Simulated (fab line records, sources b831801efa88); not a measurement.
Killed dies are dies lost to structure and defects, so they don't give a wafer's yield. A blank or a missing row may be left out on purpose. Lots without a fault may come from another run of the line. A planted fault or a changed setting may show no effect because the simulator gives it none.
Chamber matching | flow gf180mcu | GF_V2_CMP_04 on cmp-02: 4 sister chambers
The step polishes SiO2. 16 wafers are shown with their chamber, then 8 later ones without.

WAFERS WITH THEIR CHAMBER
wafer  | chamber | motor_current_A (A) | time_to_endpoint_s (s)
L087.1 | 0       | 12.2                | 76
L087.2 | 3       | 12.8                | 79
L087.3 | 2       | 12.9                | 81
L087.4 | 1       | 11.4                | 91
L087.5 | 2       | 12.0                | 83
L087.6 | 1       | 11.6                | 86
L088.1 | 3       | 13.8                | 73
L088.2 | 1       | 11.0                | 73
L088.3 | 2       | 12.2                | 79
L088.4 | 0       | 12.3                | 78
L088.5 | 3       | 13.4                | 73
L088.6 | 0       | 12.5                | 82
L090.1 | 1       | 11.9                | 79
L090.2 | 0       | 12.7                | 75
L090.3 | 2       | 12.1                | 82
L090.4 | 3       | 14.0                | 83

SIGNATURES (means of the wafers above)
reading            | chamber 0 | chamber 1 | chamber 2 | chamber 3 | scatter within a chamber
motor_current_A    | 12.425    | 11.475    | 12.300    | 13.500    | 0.399
time_to_endpoint_s | 77.75     | 82.25     | 81.25     | 77.00     | 4.97
Rule: a wafer's distance from a chamber is the root of the sum, over the readings, of the square of ((its reading less the chamber's mean) divided by the reading's scatter). The wafer belongs to the nearest chamber; if the next one is less than 2 further off, it can't be placed. The scatter: the root of (the sum of the squares of (reading less its chamber's mean) over the shown wafers, divided by (wafers less chambers)).

WAFERS WITHOUT THEIR CHAMBER
wafer  | motor_current_A (A) | time_to_endpoint_s (s)
L090.5 | 11.0                | 88
L090.6 | 12.8                | 89
L093.1 | 12.7                | 86
L093.2 | 11.6                | 78
L093.3 | 13.0                | 82
L093.4 | 11.7                | 85
L093.5 | 12.5                | 83
L093.6 | 13.6                | 86

WHICH CHAMBER EACH WENT THROUGH
wafer  | from the rows above               | in truth
L090.5 | can't be placed: 1 or 2           | 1
L090.6 | can't be placed: 2 or 0 or 3 or 1 | 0
L093.1 | can't be placed: 2 or 0 or 3 or 1 | 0
L093.2 | can't be placed: 1 or 2 or 0      | 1
L093.3 | can't be placed: 3 or 0 or 2      | 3
L093.4 | can't be placed: 1 or 2 or 0      | 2
L093.5 | can't be placed: 2 or 0 or 1      | 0
L093.6 | can't be placed: 3 or 0 or 2      | 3
Placed correctly: 0 of 8. Can't be placed from these rows: 8 (the true chamber is among the candidates in 8). Placed wrongly: 0.
